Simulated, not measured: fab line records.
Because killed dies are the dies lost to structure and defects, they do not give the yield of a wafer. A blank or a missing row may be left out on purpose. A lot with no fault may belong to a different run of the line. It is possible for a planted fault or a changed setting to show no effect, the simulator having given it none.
Which of the tools did it? | flow gf180mcu | Sampling: 6 lots, 18 wafers, 3 of 602 route steps

== WHAT EACH GAUGE READ, for each wafer ==
GF_M5_CD_MEAS_07 targets a cd of 280 nm.
lot  | measured     | on        | cd-nm (nm)
L327 | day 27 02:19 | cd-sem-02 | 277.7 277.9 277.5
L334 | day 29 14:19 | cd-sem-01 | 279.6 279.9 278.0
L336 | day 30 02:55 | cd-sem-02 | 280.8 279.3 279.6
L339 | day 30 18:45 | cd-sem-02 | 280.1 279.6 278.5
L343 | day 31 19:02 | cd-sem-01 | 281.6 280.4 280.5
L349 | day 33 07:35 | cd-sem-01 | 280.6 279.2 279.8

== TOOL THAT RAN EACH LOT (tool first, then ch and the chambers of the sampled wafers, then the start) ==
lot  | GF_V4_STRIP_18                       | GF_MIM_STRIP_20
L327 | plasma-asher-03 ch 0,1, day 25 05:42 | plasma-asher-02 ch 0,1, day 26 04:56
L334 | plasma-asher-01 ch 0,1, day 27 21:12 | plasma-asher-02 ch 0,1, day 28 18:56
L336 | plasma-asher-03 ch 0,1, day 28 10:51 | plasma-asher-02 ch 0,1, day 29 07:25
L339 | plasma-asher-03 ch 0,1, day 29 03:05 | plasma-asher-02 ch 0,1, day 29 23:46
L343 | plasma-asher-03 ch 0,1, day 30 05:50 | plasma-asher-04 ch 0,1, day 31 01:16
L349 | plasma-asher-01 ch 0,1, day 31 19:39 | plasma-asher-03 ch 0,1, day 32 14:29
- GF_V4_STRIP_18: strips in O2/N2.
- GF_MIM_STRIP_20: strips in O2/N2.

== THE ANSWER, worked out from the rows above alone ==
Rule: the usual values come from the lots themselves. Put in order of their means at a reading, lots are off if they are a third of the lots or fewer, leave a main group of 4 or more, and stand apart from it by a gap of 3 or more times the standard deviation of the main group's means; of several such gaps the widest counts. The tables above print the reading to a certain number of digits; a main group whose means all agree to those digits is not used. A lot without any number at a reading at which 4 lots or more have one is off too. Any other lot the step has rows for is counted as sound.
No lot is off at any reading shown: from this, nothing can be told.

== WHAT HAD BEEN PUT IN BY THE SIMULATOR ==
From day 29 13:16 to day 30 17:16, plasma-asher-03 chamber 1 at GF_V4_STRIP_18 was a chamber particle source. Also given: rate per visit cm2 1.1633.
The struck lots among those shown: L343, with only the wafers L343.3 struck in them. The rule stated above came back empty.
